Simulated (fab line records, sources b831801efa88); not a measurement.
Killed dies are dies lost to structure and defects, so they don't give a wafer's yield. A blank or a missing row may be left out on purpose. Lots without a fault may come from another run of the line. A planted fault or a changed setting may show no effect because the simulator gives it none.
fab line records | flow sky130
record lots=12 wafers=36 last_day=50
route steps=708 shown SONOS_ONO@183 VIA4@641 METAL5@675 PASSIVATION@692 PAD_OPEN@708
lots that met no fault: from a run of the same line without faults
start_h: hours from the record's first day to the start of the lot's first wafer shown | wait_h: hours since the lot's step before | " the same as in the row above | L1.1+2: a row that stands for several wafers | - no value, or no start given | * or withheld: withheld | < > ~ a bound
route shown NAME@n: a module of which the file shows steps, and the number in the route of the first | usual: mean/standard deviation of fault-free wafers | same: alike in all rows | chamber/n: place in a boat | sites: the reading at each site | _std_site: their standard deviation | _edge_site: outer sites' mean less inner sites' | radius_mm: how far each site lies from the wafer's centre | mask NAME#n: copy n | behind: the tool/chamber that last shaped the wafer | hold: why the lot was held/for how many hours/how that ended | device: the transistor (n, p or np) that didn't switch | end of line: the same wafers' tests at the end of the route | a step without rows: its recipe alone | killed: dies lost to structure and defects at the first sort, not the wafer's yield | map: a wafer's dies, x killed, . not, _ none there
set.NAME: the setting as run; set.NAME@STEP: as run at that earlier step | model.NAME: the simulator's own value behind a step, which no gauge read
steps of the route over a sample of lots; a table a step, a row a wafer
services: from which hour (start_h, from the record's first day; less than 0 if before it) a tool's chamber was out of use, for how many hours, and why
## steps
# step SKY_SONOS_ONO_ETCH_15
# recipe target_depth_nm=19.52 chemistry=CHF3/O2 source_w=600 bias_w=200 pressure_mtorr=40 chf3_flow_sccm=50 O2_flow_sccm=5 time_s=7.8
# usual drypump_motor_current_A=5.7/0.41 oes_product_au=1.001/0.012 throttle_valve_pct=8.824/0.0091
# columns lot.wafer tool chamber start_h wait_h drypump_motor_current_A oes_product_au rf_hours_counter_h throttle_valve_pct
L700.2 rie_diel-04 0 278.44 0.0 5.7 0.994 99 8.834
L700.4 " 0 " " 5.7 0.991 - 8.817
L700.6 " 2 " " 5.8 1.014 - 8.827
L701.1 rie_diel-02 2 286.33 0.0 6.0 0.995 119 8.825
L701.2 " 1 " " 4.8 0.965 67 8.808
L701.5 " 1 " " 4.8 0.971 - 8.819
L704.1 rie_diel-02 2 309.91 0.0 6.0 1.001 119 8.836
L704.5 " 1 " " 4.8 0.995 - 8.806
L704.6 " 3 " " 5.9 1.021 - 8.840
L705.1 rie_diel-02 1 318.51 0.0 4.8 0.993 68 8.820
L705.2 " 3 " " 5.9 1.019 108 8.834
L705.3 " 2 " " 6.0 1.002 119 8.830
L706.3 rie_diel-02 1 332.56 0.0 4.8 0.993 68 8.821
L706.4 " 3 " " 5.9 1.018 108 8.826
L706.5 " 2 " " 6.0 0.992 - 8.829
L707.3 rie_diel-03 3 344.77 0.0 6.4 1.002 2 8.823
L707.5 " 0 " " 5.9 0.997 - 8.825
L707.6 " 3 " " 6.3 1.017 - 8.818
L710.1 rie_diel-02 2 370.11 0.0 6.0 0.983 0 8.823
L710.2 " 1 " " 4.8 1.010 69 8.834
L710.5 " 2 " " 6.0 0.990 - 8.819
L711.1 rie_diel-02 0 376.06 0.0 6.3 1.021 1 8.829
L711.4 " 1 " " 4.8 0.990 69 8.819
L711.5 " 3 " " 5.9 1.023 - 8.839
L713.1 rie_diel-02 1 390.26 0.0 4.8 0.995 69 8.815
L713.3 " 0 " " 6.3 1.011 1 8.831
L713.4 " 3 " " 5.9 1.010 109 8.822
L712.2 rie_diel-02 0 394.34 0.0 6.3 1.016 1 8.821
L712.5 " 1 " " 4.8 0.986 - 8.822
L712.6 " 0 " " 6.3 1.006 - 8.816
L720.2 rie_diel-04 1 444.76 0.0 5.5 1.003 8 8.811
L720.4 " 1 " " 5.5 0.997 - 8.813
L720.6 " 2 " " 5.8 1.012 - 8.844
L723.1 rie_diel-04 0 490.91 0.0 5.7 0.988 0 8.825
L723.3 " 3 " " 6.0 1.002 6 8.835
L723.4 " 2 " " 5.8 1.011 5 8.833
# step SKY_VIA4_CMP_02
# recipe material=SiO2 down_force_psi=4 platen_rpm=60 pad_velocity_m_s=0.94248
# usual motor_current_A=12.1/1.2
# columns lot.wafer tool chamber start_h wait_h motor_current_A
L700.2 cmp-02 1 978.81 0.0 10.2
L700.4 " 3 " " 13.0
L700.6 " 1 " " 10.2
L701.1 cmp-02 0 986.59 0.3 14.1
L701.2 " 3 " " 12.7
L701.5 " 0 " " 12.5
L704.1 cmp-02 0 1009.98 0.2 13.5
L704.6 " 2 " " 11.3
L704.5 " 3 " " 13.5
L705.1 cmp-02 3 1017.76 0.1 13.8
L705.3 " 0 " " 13.2
L705.2 " 2 " " 11.1
L706.4 cmp-01 2 1029.92 0.1 11.7
L706.3 " 3 " " 11.6
L706.5 " 2 " " 12.3
L707.3 cmp-02 2 1035.32 0.2 10.8
L707.6 " 3 " " 13.2
L707.5 " 0 " " 13.0
L710.1 cmp-01 2 1070.57 0.1 12.0
L710.2 " 0 " " 11.7
L710.5 " 1 " " 12.7
L711.4 cmp-01 2 1074.40 0.0 12.4
L711.1 " 1 " " 12.3
L711.5 " 2 " " 13.2
L713.1 cmp-02 3 1074.57 0.1 13.0
L713.4 " 0 " " 13.7
L713.3 " 2 " " 11.3
L712.2 cmp-02 1 1076.80 0.2 10.7
L712.6 " 2 " " 11.1
L712.5 " 3 " " 13.7
L720.4 cmp-01 3 1107.37 0.0 10.9
L720.2 " 0 " " 11.5
L720.6 " 3 " " 11.5
L723.4 cmp-01 1 1136.88 0.1 12.1
L723.1 " 2 " " 12.7
L723.3 " 3 " " 10.8
# step SKY_METAL5_DESCUM_14
# recipe chemistry=O2 source_power_w=150 bias_power_w=0 pressure_mtorr=10 temp_c=40 time_s=11
# usual drypump_motor_current_A=6.1/0.35 he_backside_leak_sccm=3.3/0.41 oes_product_au=1.002/0.01
# columns lot.wafer tool chamber start_h wait_h drypump_motor_current_A he_backside_leak_sccm oes_product_au rf_hours_counter_h
L700.2 rie_metal-01 1 1027.77 0.1 6.4 3.3 0.994 17
L700.4 " 1 " " 6.4 3.3 0.989 -
L700.6 " 0 " " 6.2 3.1 0.981 -
L701.1 rie_metal-03 0 1035.37 0.1 6.5 3.5 1.014 17
L701.2 " 1 " " 5.4 3.5 1.004 22
L701.5 " 0 " " 6.6 3.2 1.014 -
L704.1 rie_metal-02 0 1057.06 0.1 6.0 3.1 1.001 21
L704.5 " 1 " " 5.7 3.4 1.011 -
L704.6 " 0 " " 6.0 3.2 0.998 -
L705.1 rie_metal-02 1 1064.04 0.1 5.7 3.3 1.021 11
L705.2 " 0 " " 6.0 2.9 1.000 21
L705.3 " 0 " " 6.0 3.2 1.007 -
L706.3 rie_metal-02 0 1074.53 0.1 6.0 3.3 1.008 -
L706.4 " 1 " " 5.7 3.4 1.016 -
L706.5 " 1 " " 5.7 3.6 1.012 -
L707.3 rie_metal-02 0 1080.02 0.1 6.1 3.0 1.001 -
L707.5 " 0 " " 6.0 3.2 1.002 -
L707.6 " 1 " " 5.7 3.5 1.011 -
L710.1 rie_metal-01 1 1113.52 0.1 6.4 3.3 0.995 24
L710.2 " 0 " " 6.3 2.9 0.999 1
L710.5 " 0 " " 6.2 3.0 1.007 -
L711.1 rie_metal-03 1 1117.36 0.1 5.3 3.4 0.982 1
L711.4 " 1 " " 5.3 3.3 0.986 -
L711.5 " 1 " " 5.3 3.4 1.000 -
L713.1 rie_metal-01 0 1117.74 0.1 6.2 3.0 1.001 2
L713.3 " 0 " " 6.2 3.2 1.013 -
L713.4 " 0 " " 6.2 3.3 1.015 -
L712.2 rie_metal-01 0 1118.78 0.1 6.2 3.0 1.008 -
L712.5 " 0 " " 6.2 3.1 1.006 -
L712.6 " 0 " " 6.2 3.0 1.005 -
L720.2 rie_metal-01 0 1147.64 0.1 6.3 3.3 0.998 6
L720.4 " 0 " " 6.2 3.4 0.998 -
L720.6 " 1 " " 6.4 3.3 0.979 -
L723.1 rie_metal-01 0 1174.36 0.1 6.2 3.2 1.000 7
L723.3 " 1 " " 6.4 3.5 0.998 -
L723.4 " 0 " " 6.2 3.0 0.998 -
# step SKY_PASSIVATION_ETCH_11
# recipe chemistry=CF4/O2 target_depth_nm=725 stop_on=AlCu source_w=800 bias_w=150 pressure_mtorr=150 cf4_flow_sccm=80 O2_flow_sccm=10 time_s=161.1
# usual cf4_flow_sccm=80.03/0.22 drypump_motor_current_A=5.8/0.39 oes_product_au=0.979/0.0069 throttle_valve_pct=5.964/0.0095
# columns lot.wafer tool chamber start_h wait_h cf4_flow_sccm drypump_motor_current_A oes_product_au rf_hours_counter_h throttle_valve_pct
L700.2 rie_diel-03 2 1050.51 - 80.18 5.7 0.979 22 5.959
L700.4 " 0 " " 79.78 5.9 0.992 21 5.944
L700.6 " 3 " " 80.23 6.4 0.982 - 5.955
L701.1 rie_diel-02 1 1058.61 - 79.92 4.8 0.976 11 5.957
L701.2 " 2 " " 80.14 6.0 0.978 17 5.967
L701.5 " 2 " " 79.84 6.0 0.984 - 5.955
L704.1 rie_diel-04 0 1079.71 - 79.92 5.7 0.975 15 5.960
L704.5 " 1 " " 79.90 5.5 0.991 - 5.972
L704.6 " 0 " " 80.53 5.7 0.976 - 5.967
L705.1 rie_diel-03 3 1086.02 - 80.19 6.3 0.977 23 5.948
L705.2 " 2 " " 79.74 5.7 0.973 23 5.968
L705.3 " 0 " " 80.07 5.9 0.985 23 5.966
L706.3 rie_diel-04 3 1096.32 - 79.81 6.0 0.977 20 5.945
L706.4 " 2 " " 80.17 5.8 0.995 19 5.967
L706.5 " 0 " " 80.14 5.7 0.976 - 5.962
L707.3 rie_diel-04 1 1101.66 - 80.19 5.5 0.961 22 5.950
L707.5 " 3 " " 80.28 6.0 0.981 - 5.959
L707.6 " 2 " " 80.03 5.8 0.978 - 5.955
L710.1 rie_diel-02 0 1133.92 - 79.84 6.3 0.976 19 5.969
L710.2 " 1 " " 80.12 4.8 0.979 13 5.960
L710.5 " 0 " " 80.38 6.2 0.986 - 5.963
L711.1 rie_diel-03 0 1137.86 - 79.85 5.9 0.973 25 5.953
L711.4 " 0 " " 79.87 5.9 0.983 - 5.961
L711.5 " 3 " " 80.21 6.4 0.992 - 5.971
L713.1 rie_diel-04 0 1138.12 - 79.97 5.6 0.983 17 5.967
L713.3 " 1 " " 79.80 5.5 0.974 23 5.968
L713.4 " 2 " " 79.63 5.8 0.992 20 5.961
L712.2 rie_diel-04 1 1139.11 - 79.87 5.5 0.982 23 5.967
L712.5 " 1 " " 80.23 5.5 0.968 - 5.967
L712.6 " 2 " " 80.25 5.8 0.985 - 5.978
L720.2 rie_diel-02 3 1167.06 - 79.88 5.9 0.976 19 5.970
L720.4 " 1 " " 79.39 4.8 0.979 15 5.971
L720.6 " 1 " " 79.82 4.8 0.982 - 5.964
L723.1 rie_diel-02 1 1191.36 - 80.23 4.8 0.984 16 5.979
L723.3 " 2 " " 80.04 6.0 0.982 22 5.969
L723.4 " 0 " " 79.84 6.3 0.988 22 5.953
# step SKY_PAD_OPEN_PROBE_99
# usual killed_at_M0_to_M3=43/6.5 killed_at_M4_up=3/1.7 killed_at_contacts=25/5.1 killed_at_front_end=15/3.8 killed_at_other=0.2/0.45 killed_dies=86/8.8 killed_open=47/6.7 killed_short=39/6
# same gross_dies=492 killed_at_back_side=0
# columns lot.wafer tool chamber start_h wait_h killed_at_M0_to_M3 killed_at_M4_up killed_at_contacts killed_at_front_end killed_at_other killed_dies killed_open killed_short
L713.1 prober-02 - 1159.67 0.1 36 4 23 46 0 109 49 38
L713.3 prober-02 - 1159.77 0.2 40 5 23 18 1 87 44 43
L713.4 prober-02 - 1159.82 0.2 32 2 19 13 1 67 35 32
L712.2 prober-01 - 1160.89 0.1 40 6 35 8 0 89 51 38
L712.5 prober-01 - 1161.04 0.2 43 2 19 41 0 105 44 38
L712.6 prober-01 - 1161.09 0.2 50 1 32 12 0 95 56 39
# killed by level:class
L713.1 SONOS_ONO:unspecified=22 CONTACT:geometric_particle:open=12 VIA1:geometric_particle:open=8 FIELD_ISO:geometric_particle:short=7 VIA2:geometric_particle:open=6 FIELD_ISO:geometric_particle:open=5 POLY_GATE:geometric_particle:short=5 METAL1:geometric_particle:short=5
L713.3 CONTACT:geometric_particle:open=10 LI_CONTACT:geometric_particle:open=9 VIA1:geometric_particle:short=8 METAL2:geometric_particle:short=6 VIA2:geometric_particle:short=6 VIA1:geometric_particle:open=5 METAL1:geometric_particle:short=5 FIELD_ISO:geometric_particle:short=4
L713.4 VIA1:geometric_particle:open=8 VIA1:geometric_particle:short=6 FIELD_ISO:geometric_particle:open=5 LI_CONTACT:geometric_particle:short=5 LI_CONTACT:geometric_particle:open=4 VIA2:geometric_particle:open=4 LOCAL_INTERCONNECT:geometric_particle:short=4 CONTACT:geometric_particle:open=4
L712.2 LI_CONTACT:geometric_particle:open=14 VIA1:geometric_particle:open=11 LOCAL_INTERCONNECT:geometric_particle:short=8 VIA2:geometric_particle:open=7 METAL2:geometric_particle:short=7 CONTACT:geometric_particle:short=6 VIA3:geometric_particle:open=6 CONTACT:geometric_particle:open=5
L712.5 SONOS_ONO:unspecified=23 VIA1:geometric_particle:open=13 CONTACT:geometric_particle:open=8 FIELD_ISO:geometric_particle:short=6 METAL2:geometric_particle:short=6 POLY_GATE:geometric_particle:open=4 VIA2:geometric_particle:short=4 CONTACT:geometric_particle:short=4
L712.6 VIA1:geometric_particle:open=12 CONTACT:geometric_particle:open=11 LI_CONTACT:geometric_particle:open=9 VIA3:geometric_particle:open=9 VIA1:geometric_particle:short=9 LOCAL_INTERCONNECT:geometric_particle:short=5 METAL1:geometric_particle:short=5 POLY_GATE:geometric_particle:open=4
## services
# columns tool chamber start_h hours kind
rie_diel-04 3 266.12 12.3 repair
rie_diel-02 0 292.99 1.8 repair
rie_diel-04 0 329.65 4.1 repair
rie_diel-02 1 357.90 3.6 repair
rie_diel-04 2 384.89 8.5 repair
rie_diel-04 0 399.41 3.5 repair
rie_diel-04 3 466.33 5.2 repair
rie_diel-02 3 505.98 13.3 repair
rie_diel-02 - 520.69 0.3 repair
rie_diel-04 3 542.20 3.2 repair
rie_diel-04 1 544.11 29.0 repair
rie_diel-02 3 577.31 2.7 repair
rie_diel-04 1 613.47 2.8 repair
rie_diel-02 - 616.98 1.9 repair
rie_diel-02 1 678.94 10.9 repair
rie_diel-02 3 684.70 2.4 repair
rie_diel-04 0 778.40 1.8 repair
rie_diel-02 1 809.36 8.5 repair
rie_diel-02 2 826.58 3.4 repair
rie_diel-02 - 835.49 14.6 pm
rie_diel-02 2 1126.36 10.0 repair
rie_diel-02 3 1130.73 5.0 repair
rie_diel-02 3 1136.93 4.6 repair
rie_diel-02 - 1148.22 2.8 pm
## key
first_sign step=SKY_PAD_OPEN_PROBE_99 reading=killed_at_front_end direction=up sigmas=7.4 usual=15 struck=44
effect none on later readings
met_at SKY_SONOS_ONO_ETCH_15
struck_lots L712,L713
struck_wafers L712.5,L713.1
tester_left_out L712,L713
not_acting_at SKY_VIA4_CMP_02,SKY_METAL5_DESCUM_14,SKY_PASSIVATION_ETCH_11
onset_between 376.06 390.26
fault kind=chamber_particle_source tool=rie_diel-02 chamber=1 onset_h=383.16 steps=SKY_SONOS_ONO_ETCH_15 rate_per_visit_cm2=0.52024 end_h=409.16
# tester_left_out: of these lots the tester's yield and bins aren't shown, on N5 and GAA mostly nor the transistor test; their killed dies are dies lost to structure and defects alone, not to doping, threshold or leakage, so they don't give the yield
